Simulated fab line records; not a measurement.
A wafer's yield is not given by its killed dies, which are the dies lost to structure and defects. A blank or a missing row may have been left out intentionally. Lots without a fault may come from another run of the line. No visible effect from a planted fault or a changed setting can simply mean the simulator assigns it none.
2 desks looking at one fault + flow gf180mcu + only its own numbers are on each desk; what lay behind them is given at the end

AT THE METROLOGY DESK
What the gauges read for every lot (on any tool): the sampled wafers with a number, averaged. A lot is out of limits, marked OUT, if its mean lies more than 4 standard deviations from the usual mean; the brackets give that distance.
Columns: A = HV_LDD_CVD_54_THK at GF_HV_LDD_THK_MEAS_55, usual 10.06 nm; B = CONTACT_CVD_02_THK at GF_CONTACT_THK_MEAS_03, usual 864 nm; C = V2_W_THK at GF_V2_THK_MEAS_25, usual 349 nm
| lot  | first seen here | A              | B   | C   |
|------|-----------------|----------------|-----|-----|
| L584 | day 12 18:02    | 10.10          | 861 | 345 |
| L585 | day 12 21:15    | 10.15          | 858 | 351 |
| L587 | day 13 06:23    | 10.08          | 882 | 350 |
| L586 | day 13 08:26    | 9.80           | 858 | 349 |
| L590 | day 14 10:44    | 9.89           | 870 | 358 |
| L592 | day 15 07:47    | 9.99           | 856 | 351 |
| L593 | day 15 15:08    | 10.08          | 861 | 354 |
| L595 | day 16 06:13    | 7.45 (-17) OUT | 868 | 349 |
| L596 | day 16 15:29    | 10.18          | 846 | 349 |
| L603 | day 19 05:18    | 9.96           | 872 | 354 |
| L604 | day 19 13:59    | 10.16          | 865 | 345 |
| L606 | day 20 03:34    | 9.86           | 860 | 352 |
| L607 | day 20 11:02    | 10.05          | 861 | 351 |
This desk's finding: out of limits on L595; first on L595, day 16 06:13 (HV_LDD_CVD_54_THK at GF_HV_LDD_THK_MEAS_55). L584, L585, L587, L586, L590, L592, L593, L596, L603, L604, L606, L607: within limits.

THE TOOL OWNER'S DESK: lpcvd-01
The tool's own readings at GF_HV_LDD_CVD_54 (deposits SiO2 from TEOS, target thk 10 nm, time 75 s): means of the sampled wafers that have a number, for each lot that ran on this tool. A lot is out of limits, marked OUT, if its mean lies more than 4 standard deviations from the usual mean; the brackets give that distance.
Columns: A = spike-tc-bottom-C at GF_HV_LDD_CVD_54, usual 701.0 C; B = spike-tc-centre-C at GF_HV_LDD_CVD_54, usual 681.5 C
| lot  | first seen here | A     | B     |
|------|-----------------|-------|-------|
| L587 | day 13 05:22    | 697.8 | 680.0 |
| L586 | day 13 07:25    | 703.5 | 680.5 |
| L590 | day 14 09:41    | 697.3 | 679.0 |
| L592 | day 15 06:46    | 697.8 | 679.1 |
| L593 | day 15 14:05    | 697.8 | 680.2 |
| L595 | day 16 05:12    | 703.7 | 680.7 |
| L603 | day 19 04:16    | 704.6 | 679.0 |
| L604 | day 19 12:28    | 697.2 | 679.5 |
| L606 | day 20 02:33    | 704.2 | 681.1 |
This desk's finding: nothing out of limits on any of the 9 lots.

TAKEN TOGETHER
On L595, the metrology desk was in a position to raise an alarm at day 16 06:13.
The tool owner's desk saw nothing out of limits.
Tool owner's desk: L595 on record, inside its limits.
On lpcvd-01, each named lot ran GF_HV_LDD_CVD_54.

WHAT THE SIMULATOR HAD PUT IN
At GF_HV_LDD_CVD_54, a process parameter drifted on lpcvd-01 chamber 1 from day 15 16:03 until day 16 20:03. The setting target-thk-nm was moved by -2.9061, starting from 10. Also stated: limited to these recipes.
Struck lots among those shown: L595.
Delay in hours, fault start to first out-of-limits reading, per desk: metrology desk 14.
